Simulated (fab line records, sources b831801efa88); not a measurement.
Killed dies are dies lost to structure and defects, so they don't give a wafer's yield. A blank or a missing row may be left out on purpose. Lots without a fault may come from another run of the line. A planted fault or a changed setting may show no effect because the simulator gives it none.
Which tool did it? | flow sky130 | 12 lots, 36 wafers sampled, at 3 steps of a route of 708

WHAT THE GAUGES READ, wafer by wafer
SKY_SD_N_TW_MEAS_12. Usual: SD_N_TW 3944, standard deviation 32.
lot  | measured     | on            | SD_N_TW        | flag
L420 | day 27 15:05 | film_metro-01 | 4015 4023 3999 |
L421 | day 28 11:06 | film_metro-02 | 3957 3976 3973 |
L422 | day 28 12:04 | film_metro-02 | 3943 3947 3960 |
L425 | day 29 23:16 | film_metro-01 | 3991 3982 3994 |
L427 | day 30 08:52 | film_metro-03 | 3921 3940 3924 |
L431 | day 31 20:55 | film_metro-01 | 3963 3999 4007 |
L434 | day 32 17:07 | film_metro-03 | 3902 3895 3909 |
L435 | day 33 01:11 | film_metro-03 | 3919 3924 3922 |
L438 | day 33 12:58 | film_metro-01 | 3938 3955 3955 |
L437 | day 33 17:19 | film_metro-02 | 3940 3931 3921 |
L440 | day 34 08:34 | film_metro-01 | 3959 3937 3976 |
L441 | day 34 15:01 | film_metro-03 | 3912 3912 3932 |

SKY_LI_CONTACT_CD_MEAS_12: target cd 170 nm. Usual: cd_nm 169.7 nm, standard deviation 1.6.
lot  | measured     | on        | cd_nm (nm)                          | flag
L420 | day 28 21:31 | cd_sem-02 | 172.4 171.7 172.3                   |
L421 | day 29 15:50 | cd_sem-02 | 170.1 170.4 170.1                   |
L422 | day 29 17:49 | cd_sem-02 | 172.3 171.1 171.7                   |
L425 | day 31 02:52 | cd_sem-01 | 169.7 168.6 168.1                   |
L427 | day 31 12:56 | cd_sem-02 | 168.4 169.4 168.5                   |
L431 | day 33 00:19 | cd_sem-01 | 135.2 133.8 134.2 134.9 134.1 134.2 | OFF
L434 | day 33 20:32 | cd_sem-02 | 169.2 170.5 169.9                   |
L435 | day 34 04:41 | cd_sem-02 | 169.9 169.0 168.5                   |
L438 | day 34 16:40 | cd_sem-02 | 172.5 172.9 171.1                   |
L437 | day 34 21:05 | cd_sem-02 | 172.7 173.9 172.8                   |
L440 | day 35 12:56 | cd_sem-02 | 169.8 169.5 170.1                   |
L441 | day 35 19:02 | cd_sem-01 | 167.4 168.3 168.2                   |

WHICH TOOL RAN EACH LOT (tool, then ch and the chambers of the sampled wafers, then the start)
lot  | SKY_LI_CONTACT_EXPOSE_09
L420 | krf_scanner-02 ch 0, day 28 08:20
L421 | krf_scanner-02 ch 0, day 29 02:37
L422 | krf_scanner-01 ch 0, day 29 04:23
L425 | krf_scanner-01 ch 0, day 30 13:58
L427 | krf_scanner-01 ch 0, day 30 23:04
L431 | krf_scanner-01 ch 0, day 32 11:08
L434 | krf_scanner-02 ch 0, day 33 07:02
L435 | krf_scanner-02 ch 0, day 33 15:35
L438 | krf_scanner-01 ch 0, day 34 03:57
L437 | krf_scanner-01 ch 0, day 34 07:50
L440 | krf_scanner-02 ch 0, day 34 23:45
L441 | krf_scanner-01 ch 0, day 35 06:01
- SKY_LI_CONTACT_EXPOSE_09: exposes mask LICM1, target cd 170 nm.

WHAT THE TOOLS THEMSELVES READ (means of the sampled wafers that have a number; where no wafer has one, the mark that the record gives instead)
The record holds no such reading with a usual standard deviation.

THE ANSWER, worked out from the rows above alone
Rule: a lot is off if the mean of its wafers that have a number lies more than 3 standard deviations from the usual mean. A lot without any number at a reading at which 4 lots or more have one is off too. The other lots that the step has rows for count as sound. The gauges are gone through in route order, then the tools' own readings, and for those a lot's mean is taken as printed above. The first step at which some lot is off is used, and at that step the reading that is off furthest; a lot without a number counts as furthest.
Off: L431, at SKY_LI_CONTACT_CD_MEAS_12 (cd_nm).
A tool fits if, at a process step before that reading, it ran every lot that is off, and no sound lot after the first of them. The gauges at SKY_LI_CONTACT_CD_MEAS_12 are tried like those tools. None of those tried fits.

WHAT THE SIMULATOR HAD PUT IN
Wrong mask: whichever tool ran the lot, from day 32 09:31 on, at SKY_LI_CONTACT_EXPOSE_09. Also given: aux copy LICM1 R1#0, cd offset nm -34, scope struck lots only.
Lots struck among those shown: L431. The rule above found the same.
